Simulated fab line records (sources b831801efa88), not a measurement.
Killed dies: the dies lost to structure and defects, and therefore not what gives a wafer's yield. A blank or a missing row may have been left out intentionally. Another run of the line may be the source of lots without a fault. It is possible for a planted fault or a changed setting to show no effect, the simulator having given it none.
Which tool did it? || flow gf180mcu || Sampling: 13 lots, 39 wafers, 5 of 602 route steps

WHAT EACH GAUGE READ, for each wafer
GF_MVSD_TW_MEAS_11.
{"lot": "L458", "measured": "day 4 10:32", "on": "film-metro-01", "MVSD_TW": "1580 1575 1581"}
{"lot": "L460", "measured": "day 4 20:47", "on": "film-metro-04", "MVSD_TW": "1550 1548 1549"}
{"lot": "L461", "measured": "day 5 03:32", "on": "film-metro-01", "MVSD_TW": "1587 1594 1593"}
{"lot": "L462", "measured": "day 5 08:38", "on": "film-metro-04", "MVSD_TW": "1566 1552 1562"}
{"lot": "L463", "measured": "day 5 14:05", "on": "film-metro-02", "MVSD_TW": "1595 1605 1599"}
{"lot": "L464", "measured": "day 5 21:43", "on": "film-metro-04", "MVSD_TW": "1561 1559 1556"}
{"lot": "L466", "measured": "day 6 10:56", "on": "film-metro-04", "MVSD_TW": "1559 1551 1561"}
{"lot": "L472", "measured": "day 7 23:28", "on": "film-metro-04", "MVSD_TW": "1557 1549 1548"}
{"lot": "L473", "measured": "day 8 01:42", "on": "film-metro-01", "MVSD_TW": "1582 1579 1582"}
{"lot": "L474", "measured": "day 8 07:31", "on": "film-metro-02", "MVSD_TW": "1592 1602 1597"}
{"lot": "L475", "measured": "day 8 12:22", "on": "film-metro-04", "MVSD_TW": "1556 1553 1561"}
{"lot": "L476", "measured": "day 8 19:15", "on": "film-metro-02", "MVSD_TW": "1598 1605 1594"}
{"lot": "L481", "measured": "day 10 00:59", "on": "film-metro-02", "MVSD_TW": "1577 1585 1583"}

GF_HV_LDD_OVL_MEAS_47.
{"lot": "L458", "measured": "day 12 15:26", "on": "overlay-02", "HV_LDD_03_OVL (nm)": "-1.7 0.3 -1.2"}
{"lot": "L460", "measured": "day 12 23:47", "on": "overlay-01", "HV_LDD_03_OVL (nm)": "0.4 -0.8 0.4"}
{"lot": "L461", "measured": "day 13 12:07", "on": "overlay-01", "HV_LDD_03_OVL (nm)": "-3.4 -2.9 -3.1"}
{"lot": "L462", "measured": "day 13 19:08", "on": "overlay-01", "HV_LDD_03_OVL (nm)": "-2.3 -1.4 -2.1"}
{"lot": "L463", "measured": "day 13 19:34", "on": "overlay-02", "HV_LDD_03_OVL (nm)": "-3.4 -3.4 -3.7"}
{"lot": "L464", "measured": "day 14 06:22", "on": "overlay-01", "HV_LDD_03_OVL (nm)": "-1.0 0.1 -1.2"}
{"lot": "L466", "measured": "day 14 22:31", "on": "overlay-02", "HV_LDD_03_OVL (nm)": "-1.0 -0.5 -2.3"}
{"lot": "L472", "measured": "day 17 04:24", "on": "overlay-01", "HV_LDD_03_OVL (nm)": "0.3 -0.6 -0.6"}
{"lot": "L473", "measured": "day 17 08:44", "on": "overlay-02", "HV_LDD_03_OVL (nm)": "1.5 -0.7 0.5"}
{"lot": "L474", "measured": "day 17 17:23", "on": "overlay-02", "HV_LDD_03_OVL (nm)": "0.0 -0.1 -1.4"}
{"lot": "L475", "measured": "day 17 20:20", "on": "overlay-01", "HV_LDD_03_OVL (nm)": "-0.4 -0.1 0.2"}
{"lot": "L476", "measured": "day 18 08:56", "on": "overlay-02", "HV_LDD_03_OVL (nm)": "-0.7 -0.1 -0.8"}
{"lot": "L481", "measured": "day 20 02:29", "on": "overlay-02", "HV_LDD_03_OVL (nm)": "-0.3 -1.1 -1.4"}

GF_HV_LDD_TW_MEAS_50.
{"lot": "L458", "measured": "day 12 15:43", "on": "film-metro-04", "HV_LDD_4_TW": "562 561 560"}
{"lot": "L460", "measured": "day 13 00:05", "on": "film-metro-02", "HV_LDD_4_TW": "573 575 574"}
{"lot": "L461", "measured": "day 13 12:24", "on": "film-metro-02", "HV_LDD_4_TW": "576 572 577"}
{"lot": "L462", "measured": "day 13 19:25", "on": "film-metro-02", "HV_LDD_4_TW": "573 575 574"}
{"lot": "L463", "measured": "day 13 19:52", "on": "film-metro-02", "HV_LDD_4_TW": "573 575 577"}
{"lot": "L464", "measured": "day 14 06:40", "on": "film-metro-02", "HV_LDD_4_TW": "512 507 507"}
{"lot": "L466", "measured": "day 14 22:49", "on": "film-metro-01", "HV_LDD_4_TW": "506 507 506"}
{"lot": "L472", "measured": "day 17 04:41", "on": "film-metro-04", "HV_LDD_4_TW": "560 562 566"}
{"lot": "L473", "measured": "day 17 09:01", "on": "film-metro-04", "HV_LDD_4_TW": "562 562 560"}
{"lot": "L474", "measured": "day 17 17:41", "on": "film-metro-02", "HV_LDD_4_TW": "573 575 573"}
{"lot": "L475", "measured": "day 17 20:37", "on": "film-metro-01", "HV_LDD_4_TW": "571 570 568"}
{"lot": "L476", "measured": "day 18 09:13", "on": "film-metro-04", "HV_LDD_4_TW": "558 561 558"}
{"lot": "L481", "measured": "day 20 02:47", "on": "film-metro-01", "HV_LDD_4_TW": "571 571 572"}

WHICH TOOL RAN EACH LOT (tool, then ch and the chambers of the sampled wafers, then the start)
{"lot": "L458", "GF_VT_IMPLANT_STRIP_31": "plasma-asher-01 ch 0,1, day 6 22:03", "GF_HV_LDD_IMPLANT_48": "implanter-04 ch 0, day 12 15:29"}
{"lot": "L460", "GF_VT_IMPLANT_STRIP_31": "plasma-asher-03 ch 0,1, day 7 07:25", "GF_HV_LDD_IMPLANT_48": "implanter-02 ch 0, day 12 23:50"}
{"lot": "L461", "GF_VT_IMPLANT_STRIP_31": "plasma-asher-02 ch 0,1, day 7 16:16", "GF_HV_LDD_IMPLANT_48": "implanter-03 ch 0, day 13 12:09"}
{"lot": "L462", "GF_VT_IMPLANT_STRIP_31": "plasma-asher-02 ch 0,1, day 7 20:49", "GF_HV_LDD_IMPLANT_48": "implanter-03 ch 0, day 13 19:10"}
{"lot": "L463", "GF_VT_IMPLANT_STRIP_31": "plasma-asher-02 ch 0,1, day 8 02:45", "GF_HV_LDD_IMPLANT_48": "implanter-02 ch 0, day 13 19:37"}
{"lot": "L464", "GF_VT_IMPLANT_STRIP_31": "plasma-asher-01 ch 0,1, day 8 12:26", "GF_HV_LDD_IMPLANT_48": "implanter-03 ch 0, day 14 06:27"}
{"lot": "L466", "GF_VT_IMPLANT_STRIP_31": "plasma-asher-02 ch 0,1, day 9 02:18", "GF_HV_LDD_IMPLANT_48": "implanter-03 ch 0, day 14 22:34"}
{"lot": "L472", "GF_VT_IMPLANT_STRIP_31": "plasma-asher-01 ch 0,1, day 10 19:46", "GF_HV_LDD_IMPLANT_48": "implanter-03 ch 0, day 17 04:27"}
{"lot": "L473", "GF_VT_IMPLANT_STRIP_31": "plasma-asher-02 ch 0,1, day 10 23:10", "GF_HV_LDD_IMPLANT_48": "implanter-03 ch 0, day 17 08:46"}
{"lot": "L474", "GF_VT_IMPLANT_STRIP_31": "plasma-asher-02 ch 0,1, day 11 05:40", "GF_HV_LDD_IMPLANT_48": "implanter-03 ch 0, day 17 17:26"}
{"lot": "L475", "GF_VT_IMPLANT_STRIP_31": "plasma-asher-03 ch 0,1, day 11 09:55", "GF_HV_LDD_IMPLANT_48": "implanter-03 ch 0, day 17 20:23"}
{"lot": "L476", "GF_VT_IMPLANT_STRIP_31": "plasma-asher-02 ch 0,1, day 11 19:27", "GF_HV_LDD_IMPLANT_48": "implanter-02 ch 0, day 18 08:58"}
{"lot": "L481", "GF_VT_IMPLANT_STRIP_31": "plasma-asher-03 ch 0,1, day 13 03:56", "GF_HV_LDD_IMPLANT_48": "implanter-02 ch 0, day 20 02:34"}
- GF_VT_IMPLANT_STRIP_31: strips in O2/N2.
- GF_HV_LDD_IMPLANT_48

WHAT THE TOOLS THEMSELVES READ (means of the sampled wafers that have a number; where no wafer has one, the mark that the record gives instead)
GF_VT_IMPLANT_STRIP_31.
{"lot": "L458", "tool": "plasma-asher-01", "drypump-motor-current-A (A)": 5.3, "heater-power-w (W)": 346, "oes-product-au (a.u.)": 0.714, "strip-time-to-endpoint-s (s)": 12.64}
{"lot": "L460", "tool": "plasma-asher-03", "drypump-motor-current-A (A)": 5.3, "heater-power-w (W)": 387, "oes-product-au (a.u.)": 0.717, "strip-time-to-endpoint-s (s)": 12.71}
{"lot": "L461", "tool": "plasma-asher-02", "drypump-motor-current-A (A)": 5.7, "heater-power-w (W)": 356, "oes-product-au (a.u.)": 0.720, "strip-time-to-endpoint-s (s)": 12.67}
{"lot": "L462", "tool": "plasma-asher-02", "drypump-motor-current-A (A)": 5.7, "heater-power-w (W)": 350, "oes-product-au (a.u.)": 0.717, "strip-time-to-endpoint-s (s)": 12.67}
{"lot": "L463", "tool": "plasma-asher-02", "drypump-motor-current-A (A)": 5.8, "heater-power-w (W)": 357, "oes-product-au (a.u.)": 0.718, "strip-time-to-endpoint-s (s)": 12.67}
{"lot": "L464", "tool": "plasma-asher-01", "drypump-motor-current-A (A)": 5.4, "heater-power-w (W)": 340, "oes-product-au (a.u.)": 0.720, "strip-time-to-endpoint-s (s)": 12.63}
{"lot": "L466", "tool": "plasma-asher-02", "drypump-motor-current-A (A)": 5.7, "heater-power-w (W)": 349, "oes-product-au (a.u.)": 0.714, "strip-time-to-endpoint-s (s)": 12.65}
{"lot": "L472", "tool": "plasma-asher-01", "drypump-motor-current-A (A)": 5.4, "heater-power-w (W)": 328, "oes-product-au (a.u.)": 0.718, "strip-time-to-endpoint-s (s)": 12.66}
{"lot": "L473", "tool": "plasma-asher-02", "drypump-motor-current-A (A)": 5.7, "heater-power-w (W)": 359, "oes-product-au (a.u.)": 0.715, "strip-time-to-endpoint-s (s)": 12.68}
{"lot": "L474", "tool": "plasma-asher-02", "drypump-motor-current-A (A)": 5.8, "heater-power-w (W)": 354, "oes-product-au (a.u.)": 0.719, "strip-time-to-endpoint-s (s)": 12.64}
{"lot": "L475", "tool": "plasma-asher-03", "drypump-motor-current-A (A)": 5.6, "heater-power-w (W)": 374, "oes-product-au (a.u.)": 0.717, "strip-time-to-endpoint-s (s)": 12.64}
{"lot": "L476", "tool": "plasma-asher-02", "drypump-motor-current-A (A)": 5.7, "heater-power-w (W)": 351, "oes-product-au (a.u.)": 0.717, "strip-time-to-endpoint-s (s)": 12.64}
{"lot": "L481", "tool": "plasma-asher-03", "drypump-motor-current-A (A)": 5.7, "heater-power-w (W)": 379, "oes-product-au (a.u.)": 0.714, "strip-time-to-endpoint-s (s)": 12.67}

GF_HV_LDD_IMPLANT_48.
{"lot": "L458", "tool": "implanter-04", "beam-on-s (s)": 9.68, "dose-ions-cm2": 3e+13, "faraday-current-uA": 174}
{"lot": "L460", "tool": "implanter-02", "beam-on-s (s)": 9.97, "dose-ions-cm2": 3e+13, "faraday-current-uA": 170}
{"lot": "L461", "tool": "implanter-03", "beam-on-s (s)": 10.21, "dose-ions-cm2": 3e+13, "faraday-current-uA": 166}
{"lot": "L462", "tool": "implanter-03", "beam-on-s (s)": 10.07, "dose-ions-cm2": 3e+13, "faraday-current-uA": 168}
{"lot": "L463", "tool": "implanter-02", "beam-on-s (s)": 10.08, "dose-ions-cm2": 3e+13, "faraday-current-uA": 168}
{"lot": "L464", "tool": "implanter-03", "beam-on-s (s)": 10.17, "dose-ions-cm2": 2e+13, "faraday-current-uA": 113}
{"lot": "L466", "tool": "implanter-03", "beam-on-s (s)": 10.07, "dose-ions-cm2": 2e+13, "faraday-current-uA": 114}
{"lot": "L472", "tool": "implanter-03", "beam-on-s (s)": 10.07, "dose-ions-cm2": 3e+13, "faraday-current-uA": 168}
{"lot": "L473", "tool": "implanter-03", "beam-on-s (s)": 9.98, "dose-ions-cm2": 3e+13, "faraday-current-uA": 170}
{"lot": "L474", "tool": "implanter-03", "beam-on-s (s)": 9.81, "dose-ions-cm2": 3e+13, "faraday-current-uA": 172}
{"lot": "L475", "tool": "implanter-03", "beam-on-s (s)": 9.99, "dose-ions-cm2": 3e+13, "faraday-current-uA": 169}
{"lot": "L476", "tool": "implanter-02", "beam-on-s (s)": 10.07, "dose-ions-cm2": 3e+13, "faraday-current-uA": 168}
{"lot": "L481", "tool": "implanter-02", "beam-on-s (s)": 9.99, "dose-ions-cm2": 3e+13, "faraday-current-uA": 169}

THE ANSWER, worked out from the rows above alone
Rule: usual is defined by the lots themselves. Put in order of their means at a reading, lots are off if they are a third of the lots or fewer, leave a main group of 4 or more, and stand apart from it by a gap of 3 or more times the standard deviation of the main group's means; of several such gaps the widest counts. If all means in a main group match to the digits the tables above print for the reading, that group is not used. Also off: a lot with no number at a reading for which 4 or more lots have one. Any other lot the step has rows for is counted as sound. First the gauges in route order, then the tools' own readings, where a lot's mean is used as printed above. At the first step where some lot is off, the reading lying furthest off is the one used; lots without a number count as furthest.
Off: L464, L466, seen at GF_HV_LDD_TW_MEAS_50 (HV_LDD_4_TW). The main group has a mean of 569 with a standard deviation of 6.1.
A tool fits if, at a process step before that reading, it ran every lot that is off, and no sound lot after the first of them. Not tried: the gauges at GF_HV_LDD_TW_MEAS_50; whatever is off there is also off at GF_HV_LDD_IMPLANT_48, on other tools, and gauge error can't account for it. Not one of the candidates tried fits.

WHAT HAD BEEN PUT IN BY THE SIMULATOR
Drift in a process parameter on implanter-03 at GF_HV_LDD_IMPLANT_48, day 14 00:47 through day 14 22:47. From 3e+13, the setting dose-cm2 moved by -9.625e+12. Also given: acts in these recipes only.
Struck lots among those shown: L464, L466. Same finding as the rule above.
